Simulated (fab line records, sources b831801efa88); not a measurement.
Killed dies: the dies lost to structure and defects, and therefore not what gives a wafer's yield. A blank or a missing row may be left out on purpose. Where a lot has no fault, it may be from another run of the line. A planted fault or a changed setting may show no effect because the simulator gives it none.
fab line records	flow sky130
record: lots: 6	wafers: 18	lastDay: 50
route steps=708 shown METAL1@440 PAD_OPEN@708
lots with no fault: from the same line, run without faults
startH: hours from the record's opening day to when the first of the lot's shown wafers began	waitH: how many hours have passed since the lot's step before this one	" identical to the entry in the row above	L1.1+2: a single row standing in for several wafers	- no value, or no start was given	* or withheld: withheld	< > ~ a bound
route shown NAME@n: a module of which the file shows steps, and the number in the route of the first	usual: mean/standard deviation taken from wafers without a fault	same: alike in all rows	chamber/n: place in a boat	sites: per-site readings	_std_site: the values' standard deviation	_edge_site: mean of outer sites minus mean of inner sites	radiusMm: for every site, how far away it sits from the centre of the wafer	mask NAME#n: copy n	behind: the last tool/chamber to shape the wafer	hold: the reason the lot was held/the length of the hold in hours/how it ended	device: the transistor (n, p or np) that didn't switch	end of line: tests run on the same wafers once the route is complete	a step with no rows: only its recipe	killed: dies lost to structure and defects at the first sort, not the wafer's yield	map: per-die view of a wafer (x killed, . not killed, _ where there is no die)
set.NAME: the setting as run; set.NAME@STEP: as run at that earlier step	model.NAME: the simulator's own value behind a step, which no gauge read
lots seen at some steps along the route; tables by step, rows by wafer
services: from which hour (startH, from the record's first day; less than 0 if before it) a tool's chamber was out of use, for how many hours, and why
== steps ==
step: SKY_METAL1_THK_MEAS_06
recipe: thkMeasGauge: xrf	reads: AlCu_of_METAL1_SPUTTER_02
usual: METAL1_ALCU_THK: 250.8/2.5
lot.wafer	tool	chamber	startH	waitH	METAL1_ALCU_THK[nm]
L665.2	filmMetro-03	-	740.77	0.1	251.3
L665.4	"	-	"	"	248.6
L665.5	"	-	"	"	254.2
L668.3	filmMetro-01	-	767.40	0.1	252.7
L668.4	"	-	"	"	252.5
L668.6	"	-	"	"	252.7
L675.1	filmMetro-02	-	817.80	0.1	251.0
L675.3	"	-	"	"	247.3
L675.6	"	-	"	"	252.4
L677.3	filmMetro-02	-	831.64	0.1	248.0
L677.4	"	-	"	"	252.1
L677.5	"	-	"	"	252.7
L685.1	filmMetro-03	-	888.40	0.1	249.3
L685.2	"	-	"	"	248.9
L685.4	"	-	"	"	251.0
L688.1	filmMetro-03	-	914.47	0.1	251.2
L688.5	"	-	"	"	250.9
L688.6	"	-	"	"	250.0
step: SKY_METAL1_DEHYDRATE_07
recipe: tempC: 200	timeS: 60
step: SKY_METAL1_HMDS_08
recipe: primeTimeS: 60	primeTempC: 120
step: SKY_METAL1_COAT_09
recipe: resist: BARC	tempC: withheld	timeS: withheld	spinRpm: 3000	resistThkNm: 60
step: SKY_METAL1_COAT_10
recipe: resist: KrF-thick	spinRpm: 3000	resistThkNm: 450
step: SKY_METAL1_SOFTBAKE_11
recipe: tempC: 100	timeS: 94.48	resist: KrF-thick
usual: exhaustPa: 44.7/0.79	plateSensorTCentreC: 100.88/0.011	plateSensorTEdgeC: 100.95/0.01
lot.wafer	tool	chamber	startH	waitH	exhaustPa	plateSensorTCentreC	plateSensorTEdgeC
L665.2	lithoTrack-02	0	-	-	45.1	100.88	100.94
L665.4	"	0	"	"	43.7	100.88	100.96
L665.5	"	0	"	"	45.5	100.88	100.96
L668.3	lithoTrack-03	0	-	-	43.9	100.88	100.96
L668.4	"	0	"	"	44.3	100.88	100.95
L668.6	"	0	"	"	43.9	100.89	100.97
L675.1	lithoTrack-01	0	-	-	44.0	100.88	100.96
L675.3	"	0	"	"	45.3	100.90	100.94
L675.6	"	0	"	"	44.9	100.87	100.97
L677.3	lithoTrack-02	0	-	-	44.6	100.89	100.96
L677.4	"	0	"	"	45.2	100.89	100.95
L677.5	"	0	"	"	44.9	100.88	100.94
L685.1	lithoTrack-02	0	-	-	44.2	100.88	100.96
L685.2	"	0	"	"	45.2	100.87	100.96
L685.4	"	0	"	"	44.4	100.85	100.95
L688.1	lithoTrack-02	0	-	-	45.5	100.88	100.97
L688.5	"	0	"	"	44.8	100.87	100.94
L688.6	"	0	"	"	45.3	100.86	100.95
step: SKY_METAL1_EXPOSE_12
recipe: maskId: MM1	na: 0.8	sourceShape: annular	sigmaInner: 0.55	sigmaOuter: 0.85	targetCdNm: 140	doseMj: 28
step: SKY_METAL1_PEB_13
recipe: pebTempC: withheld	pebTimeS: withheld	resist: KrF-thick
step: SKY_METAL1_DEVELOP_14
recipe: developTimeS: 60	resist: KrF-thick	devTempC: 21
step: SKY_METAL1_CD_MEAS_15
recipe: targetCdNm: 140
usual: cdNm: 140.0/1.6
lot.wafer	tool	chamber	startH	waitH	cdNm
L665.2	cdSem-01	-	767.37	-	138.3
L665.4	"	-	"	"	136.9
L665.5	"	-	"	"	139.3
L668.3	cdSem-01	-	794.54	-	139.3
L668.4	"	-	"	"	140.3
L668.6	"	-	"	"	140.1
L675.1	cdSem-01	-	843.25	-	139.7
L675.3	"	-	"	"	139.5
L675.6	"	-	"	"	139.9
L677.3	cdSem-01	-	857.66	-	138.9
L677.4	"	-	"	"	138.7
L677.5	"	-	"	"	137.5
L685.1	cdSem-01	-	913.80	-	142.6
L685.2	"	-	"	"	141.7
L685.4	"	-	"	"	140.7
L688.1	cdSem-01	-	939.25	-	141.4
L688.5	"	-	"	"	142.2
L688.6	"	-	"	"	142.0
step: SKY_METAL1_OVL_MEAS_16
usual: METAL1_OVL: -2/5.4
lot.wafer	tool	chamber	startH	waitH	METAL1_OVL[nm]
L665.2	overlay-02	-	767.48	0.1	-7
L665.4	"	-	"	"	2
L665.5	"	-	"	"	-7
L668.3	overlay-01	-	794.63	0.1	-5
L668.4	"	-	"	"	-2
L668.6	"	-	"	"	-5
L675.1	overlay-02	-	843.37	0.1	0
L675.3	"	-	"	"	-1
L675.6	"	-	"	"	0
L677.3	overlay-02	-	857.75	0.1	-2
L677.4	"	-	"	"	-1
L677.5	"	-	"	"	-15
L685.1	overlay-02	-	913.92	0.1	-1
L685.2	"	-	"	"	-3
L685.4	"	-	"	"	-1
L688.1	overlay-02	-	939.37	0.1	2
L688.5	"	-	"	"	-1
L688.6	"	-	"	"	-5
step: SKY_METAL1_DESCUM_17
recipe: chemistry: O2	sourcePowerW: 150	biasPowerW: 0	pressureMtorr: 10	tempC: 40	timeS: 8
usual: drypumpMotorCurrentA: 5.5/0.35	oesProductAu: 1.004/0.0088
lot.wafer	tool	chamber	startH	waitH	drypumpMotorCurrentA	oesProductAu	rfHoursCounterH
L665.2	rieMetal-01	0	767.51	0.0	5.4	1.003	8
L665.4	"	0	"	"	5.4	1.002	-
L665.5	"	0	"	"	5.4	1.001	-
L668.3	rieMetal-01	1	794.67	0.0	5.1	1.019	-
L668.4	"	0	"	"	5.4	1.000	-
L668.6	"	0	"	"	5.4	1.005	-
L675.1	rieMetal-01	1	843.40	0.0	5.1	1.030	7
L675.3	"	0	"	"	5.4	1.005	-
L675.6	"	1	"	"	5.1	1.028	-
L677.3	rieMetal-01	0	857.78	0.0	5.4	1.007	-
L677.4	"	1	"	"	5.1	1.019	-
L677.5	"	0	"	"	5.4	0.998	-
L685.1	rieMetal-04	0	913.96	0.0	5.7	0.986	8
L685.2	"	1	"	"	6.1	0.991	17
L685.4	"	0	"	"	5.7	0.998	-
L688.1	rieMetal-03	0	939.40	0.0	5.1	1.000	6
L688.5	"	0	"	"	5.1	0.999	-
L688.6	"	1	"	"	5.4	1.009	-
step: SKY_METAL1_ETCH_18
recipe: chemistry: N2/H2	target: BARC	ionEnergyEv: 200	biasW: 100	pressureMtorr: 30	n2FlowSccm: 100	h2FlowSccm: 200	icpW: 500	stopOn: SiO2	timeS: 45.9	targetDepthA: 600
usual: drypumpMotorCurrentA: 5.5/0.34	oesProductAu: 0.856/0.0044	throttleValvePct: 13.226/0.0077
lot.wafer	tool	chamber	startH	waitH	drypumpMotorCurrentA	oesProductAu	rfHoursCounterH	throttleValvePct	model.KrF-thick_of_METAL1_COAT_10.thkNm	model.etch.depthNm
L665.2	rieMetal-01	0	767.54	0.0	5.4	0.856	8	13.228	391.2	60.11
L665.4	"	0	"	"	5.4	0.859	-	13.223	391.6	59.9
L665.5	"	0	"	"	5.4	0.847	-	13.224	392.2	59.84
L668.3	rieMetal-01	1	794.71	0.0	5.1	0.857	-	13.210	390.3	60.16
L668.4	"	0	"	"	5.4	0.848	-	13.229	389.9	60.21
L668.6	"	0	"	"	5.4	0.858	-	13.224	391.7	60.27
L675.1	rieMetal-01	1	843.43	0.0	5.0	0.841	7	13.221	399.7	59.39
L675.3	"	0	"	"	5.4	0.849	-	13.229	400.4	59.3
L675.6	"	1	"	"	5.1	0.847	-	13.216	398.1	59.99
L677.3	rieMetal-01	0	857.83	0.0	5.4	0.844	-	13.222	397.4	59.66
L677.4	"	1	"	"	5.1	0.850	-	13.226	398.4	59.94
L677.5	"	0	"	"	5.4	0.846	-	13.240	397.7	59.84
L685.1	rieMetal-04	0	913.99	0.0	5.7	0.860	8	13.226	392.8	59.99
L685.2	"	1	"	"	6.1	0.851	17	13.222	393.7	59.74
L685.4	"	0	"	"	5.7	0.852	-	13.228	394	59.92
L688.1	rieMetal-03	0	939.44	0.0	5.2	0.858	6	13.228	391.5	59.95
L688.5	"	0	"	"	5.2	0.852	-	13.228	393.6	60.08
L688.6	"	1	"	"	5.4	0.858	-	13.235	392.7	60.05
step: SKY_METAL1_METAL_ETCH_19
recipe: targetDepthA: 3600	stopOn: SiO2	overEtchFrac: 0.3	timeS: 78	chemistry: Cl2/BCl3	resistSidewallDeg: 88	pressureMtorr: 10	icpW: 900	biasW: 48.5	Cl2_flow_sccm: 60	bcl3FlowSccm: 30
usual: drypumpMotorCurrentA: 5.5/0.35	oesProductAu: 0.855/0.0055	throttleValvePct: 22.264/0.0098
same: overEtchFrac: 0.3
lot.wafer	tool	chamber	startH	waitH	drypumpMotorCurrentA	oesProductAu	rfHoursCounterH	throttleValvePct	model.KrF-thick_of_METAL1_COAT_10.thkNm
L665.2	rieMetal-01	0	767.60	0.0	5.4	0.846	8	22.269	155.5
L665.4	"	0	"	"	5.4	0.857	-	22.254	157.3
L665.5	"	0	"	"	5.4	0.851	-	22.257	156
L668.3	rieMetal-01	1	794.78	0.1	5.1	0.858	-	22.265	147.6
L668.4	"	0	"	"	5.4	0.866	-	22.271	155
L668.6	"	0	"	"	5.4	0.857	-	22.262	155.7
L675.1	rieMetal-01	1	843.50	0.0	5.1	0.852	7	22.265	158.5
L675.3	"	0	"	"	5.4	0.846	-	22.274	164.9
L675.6	"	1	"	"	5.1	0.859	-	22.265	159
L677.3	rieMetal-01	0	857.90	0.1	5.4	0.860	-	22.270	163.6
L677.4	"	1	"	"	5.1	0.858	-	22.257	159.3
L677.5	"	0	"	"	5.4	0.858	-	22.269	163.1
L685.1	rieMetal-04	0	914.05	0.0	5.7	0.848	8	22.278	158.2
L685.2	"	1	"	"	6.1	0.853	17	22.287	160.5
L685.4	"	0	"	"	5.7	0.852	-	22.266	160.9
L688.1	rieMetal-03	0	939.50	0.0	5.1	0.851	6	22.277	160
L688.5	"	0	"	"	5.1	0.851	-	22.247	160
L688.6	"	1	"	"	5.4	0.854	-	22.247	158.7
step: SKY_METAL1_STRIP_20
recipe: chemistry: O2/N2	powerW: 1400	pressureMtorr: 1500	platenTempC: withheld	o2FlowSccm: 3000	n2FlowSccm: 300	overashFraction: 0.5
usual: drypumpMotorCurrentA: 5.5/0.47	oesProductAu: 0.343/0.0048	stripTimeToEndpointS: 2.68/0.041
lot.wafer	tool	chamber	startH	waitH	drypumpMotorCurrentA	oesProductAu	rfHoursCounterH	stripTimeToEndpointS
L665.2	plasmaAsher-02	0	767.69	0.1	5.0	0.349	33	2.66
L665.4	"	0	"	"	4.9	0.343	-	2.68
L665.5	"	1	"	"	5.5	0.341	-	2.67
L668.3	plasmaAsher-03	0	794.88	0.1	6.1	0.334	-	2.57
L668.4	"	1	"	"	5.9	0.346	-	2.66
L668.6	"	1	"	"	5.9	0.336	-	2.66
L675.1	plasmaAsher-03	0	843.59	0.1	6.0	0.352	10	2.69
L675.3	"	0	"	"	6.1	0.346	-	2.77
L675.6	"	1	"	"	5.9	0.346	-	2.69
L677.3	plasmaAsher-01	0	857.99	0.1	4.8	0.345	-	2.74
L677.4	"	1	"	"	6.1	0.346	-	2.69
L677.5	"	0	"	"	4.9	0.345	-	2.75
L685.1	plasmaAsher-02	0	914.14	0.1	4.9	0.347	49	2.69
L685.2	"	1	"	"	5.5	0.339	49	2.71
L685.4	"	1	"	"	5.6	0.349	-	2.73
L688.1	plasmaAsher-02	1	939.59	0.1	5.5	0.338	51	2.70
L688.5	"	1	"	"	5.6	0.346	-	2.71
L688.6	"	0	"	"	5.0	0.338	-	2.70
step: SKY_PAD_OPEN_PROBE_99
lot.wafer	tool	chamber	startH	waitH	model.etest.met1Comb.leakLog10AUm
L665.5	prober-01	-	1081.82	0.2	-12.12
L675.6	prober-01	-	1133.94	0.2	-11.78
L677.3	prober-01	-	1145.05	0.2	-11.55
L677.4	prober-01	-	1145.10	0.2	-11.82
L677.5	prober-01	-	1145.15	0.2	-11.89
L685.1	prober-01	-	1189.03	0.1	-11.9
L685.2	prober-01	-	1189.08	0.1	-12.14
L685.4	prober-01	-	1189.18	0.2	-11.96
L688.6	prober-02	-	1204.21	0.2	-11.86
killed by level:class
L665.5 CONTACT:geometricParticle:open=10 VIA2:geometricParticle:open=8 FIELD_ISO:geometricParticle:short=5 FIELD_ISO:geometricParticle:open=5 CONTACT:geometricParticle:short=5 VIA1:geometricParticle:open=4 VIA3:geometricParticle:short=3 POLY_GATE:geometricParticle:open=3
L685.1 VIA1:geometricParticle:open=11 CONTACT:geometricParticle:open=8 LI_CONTACT:geometricParticle:open=6 VIA1:geometricParticle:short=6 VIA3:geometricParticle:open=6 FIELD_ISO:geometricParticle:short=5 METAL2:geometricParticle:short=5 POLY_GATE:geometricParticle:open=4
L685.2 VIA1:geometricParticle:open=12 CONTACT:geometricParticle:open=7 LI_CONTACT:geometricParticle:open=6 VIA1:geometricParticle:short=6 METAL3:geometricParticle:short=6 FIELD_ISO:geometricParticle:short=5 FIELD_ISO:geometricParticle:open=5 POLY_GATE:geometricParticle:open=5
L685.4 VIA1:geometricParticle:open=11 VIA2:geometricParticle:open=10 METAL2:geometricParticle:short=9 CONTACT:geometricParticle:open=7 METAL1:geometricParticle:short=5 VIA2:geometricParticle:short=5 FIELD_ISO:geometricParticle:short=4 LI_CONTACT:geometricParticle:open=4
L688.6 VIA1:geometricParticle:open=12 CONTACT:geometricParticle:open=11 VIA3:geometricParticle:open=10 LI_CONTACT:geometricParticle:open=8 METAL1:geometricParticle:short=8 VIA1:geometricParticle:short=6 VIA2:geometricParticle:open=5 LI_CONTACT:geometricParticle:short=4
== services ==
tool	chamber	startH	hours	kind
plasmaAsher-03	-	733.75	9.0	pm
plasmaAsher-03	0	733.75	9.0	ventCycle
plasmaAsher-03	1	733.75	9.0	ventCycle
plasmaAsher-03	0	742.75	-	clean
plasmaAsher-03	1	742.75	-	clean
plasmaAsher-01	-	744.25	4.4	repair
rieMetal-03	0	757.57	18.7	repair
lithoTrack-01	-	767.42	-	consumableReplace:filter
plasmaAsher-03	-	770.43	4.1	repair
rieMetal-03	-	772.41	0.4	repair
rieMetal-04	-	774.45	0.9	repair
rieMetal-03	0	776.30	-	clean
rieMetal-03	0	776.30	22.0	scheduledDown
rieMetal-03	0	776.30	22.0	ventCycle
plasmaAsher-02	-	862.68	0.5	repair
plasmaAsher-03	-	863.12	4.8	repair
plasmaAsher-01	-	864.83	2.8	pm
plasmaAsher-01	-	905.74	4.1	repair
plasmaAsher-01	-	913.01	3.3	repair
rieMetal-04	1	927.99	-	clean
rieMetal-04	1	927.99	14.9	scheduledDown
rieMetal-04	1	927.99	14.9	ventCycle
plasmaAsher-03	-	929.57	1.3	repair
== key ==
firstSign: step: SKY_METAL1_ETCH_18	reading: oesProductAu	direction: down	sigmas: 2.1	usual: 0.856	struck: 0.846	wafersMoved: 2
effect none on later readings
modelEffect: step: SKY_METAL1_ETCH_18	value: KrF-thick_of_METAL1_COAT_10.thkNm	without: 392.2	struck: 398.6
modelEffect: step: SKY_METAL1_METAL_ETCH_19	value: KrF-thick_of_METAL1_COAT_10.thkNm	without: 155	struck: 161.4
modelEffect: step: SKY_PAD_OPEN_PROBE_99	value: etest.met1Comb.leakLog10AUm	without: -11.93	struck: -11.76
metAt SKY_METAL1_ETCH_18
struckWafers L675.1,L675.3,L675.6,L677.3,L677.4,L677.5
sortLeftOut L675.1,L675.3,L675.6,L677.3,L677.4,L677.5
onsetBetween 794.71 843.43
alsoFits SKY_METAL1_DESCUM_17:rieMetal-01
fault: kind: processParameterDrift	tool: rieMetal-01	chamber: -	onsetH: 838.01	steps: SKY_METAL1_ETCH_18	channel: ionEnergyEv	offset: -80	shape: step	endH: 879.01	actsIn: theseRecipesOnly	stated: 200
sortLeftOut: the simulated sort isn't trusted on such a fault, so these wafers' sort isn't shown, and their yield isn't known
